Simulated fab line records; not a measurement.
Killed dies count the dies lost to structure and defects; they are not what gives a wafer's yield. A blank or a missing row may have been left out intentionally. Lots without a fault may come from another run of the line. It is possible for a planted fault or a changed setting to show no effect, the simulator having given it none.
Which tool did it? / flow sky130 / Sampling: 10 lots, 30 wafers, 3 of 708 route steps

WHAT THE GAUGES SHOWED, per wafer
SKY_LDD_P_CD_MEAS_07: target cd 380 nm.
lot=L747; measured=day 19 13:48; on=cd_sem-02; cd_nm (nm)=382.1 383.0 384.2
lot=L749; measured=day 20 00:51; on=cd_sem-02; cd_nm (nm)=377.9 377.6 378.8
lot=L753; measured=day 21 13:49; on=cd_sem-01; cd_nm (nm)=379.1 381.1 385.6
lot=L756; measured=day 22 12:52; on=cd_sem-01; cd_nm (nm)=381.2 380.0 384.7
lot=L760; measured=day 23 23:09; on=cd_sem-02; cd_nm (nm)=382.9 378.9 380.4
lot=L759; measured=day 23 23:34; on=cd_sem-02; cd_nm (nm)=379.6 379.7 379.4
lot=L757; measured=day 24 00:38; on=cd_sem-01; cd_nm (nm)=- - -
lot=L758; measured=day 24 00:43; on=cd_sem-02; cd_nm (nm)=- - -
lot=L768; measured=day 27 04:37; on=cd_sem-02; cd_nm (nm)=377.7 379.3 381.2
lot=L769; measured=day 27 05:29; on=cd_sem-01; cd_nm (nm)=379.3 376.9 377.5

EACH LOT AND THE TOOL THAT RAN IT (in order: tool; ch and the chambers of the sampled wafers; start)
lot=L747; SKY_LDD_N_STRIP_16=plasma_asher-02 ch 0,1, day 18 08:52; SKY_LDD_P_COAT_02=litho_track-03 ch 0, day 18 22:44
lot=L749; SKY_LDD_N_STRIP_16=plasma_asher-04 ch 0,1, day 18 18:47; SKY_LDD_P_COAT_02=litho_track-01 ch 0, day 19 10:18
lot=L753; SKY_LDD_N_STRIP_16=plasma_asher-01 ch 0,1, day 20 07:02; SKY_LDD_P_COAT_02=litho_track-01 ch 0, day 20 22:59
lot=L756; SKY_LDD_N_STRIP_16=plasma_asher-01 ch 0,1, day 21 06:24; SKY_LDD_P_COAT_02=litho_track-03 ch 0, day 21 20:49
lot=L760; SKY_LDD_N_STRIP_16=plasma_asher-02 ch 0,1, day 22 17:09; SKY_LDD_P_COAT_02=litho_track-01 ch 0, day 23 07:42
lot=L759; SKY_LDD_N_STRIP_16=plasma_asher-01 ch 0,1, day 22 18:14; SKY_LDD_P_COAT_02=litho_track-04 ch 0, day 23 08:25
lot=L757; SKY_LDD_N_STRIP_16=plasma_asher-02 ch 0,1, day 22 18:49; SKY_LDD_P_COAT_02=litho_track-04, day 23 09:19
lot=L758; SKY_LDD_N_STRIP_16=plasma_asher-01 ch 0,1, day 22 19:12; SKY_LDD_P_COAT_02=litho_track-03, day 23 09:23
lot=L768; SKY_LDD_N_STRIP_16=plasma_asher-04 ch 0,1, day 25 23:11; SKY_LDD_P_COAT_02=litho_track-04 ch 0, day 26 13:37
lot=L769; SKY_LDD_N_STRIP_16=plasma_asher-01 ch 0,1, day 26 00:24; SKY_LDD_P_COAT_02=litho_track-01 ch 0, day 26 14:48
- SKY_LDD_N_STRIP_16: strips in O2/N2.
- SKY_LDD_P_COAT_02: resist thk 1140 nm.

THE ANSWER, worked out from the rows above alone
Rule: what is usual is taken from the lots themselves. Put in order of their means at a reading, lots are off if they are a third of the lots or fewer, leave a main group of 4 or more, and stand apart from it by a gap of 3 or more times the standard deviation of the main group's means; of several such gaps the widest counts. Not used: any main group whose means are identical at the precision the tables above print for the reading. Also off: a lot with no number at a reading for which 4 or more lots have one. Where the step has rows for the other lots, those lots are counted as sound.
Off: L757, L758, at SKY_LDD_P_CD_MEAS_07 (cd_nm). Without a number there: L757, L758. Main group: mean 380.3 nm, sd 1.8.
If a tool, at a process step before that reading, ran all the lots that are off and no sound lot after the first of them, it fits. The gauges at SKY_LDD_P_CD_MEAS_07 are tried like those tools. None of those tried fits.

WHAT WAS PUT IN BY THE SIMULATOR
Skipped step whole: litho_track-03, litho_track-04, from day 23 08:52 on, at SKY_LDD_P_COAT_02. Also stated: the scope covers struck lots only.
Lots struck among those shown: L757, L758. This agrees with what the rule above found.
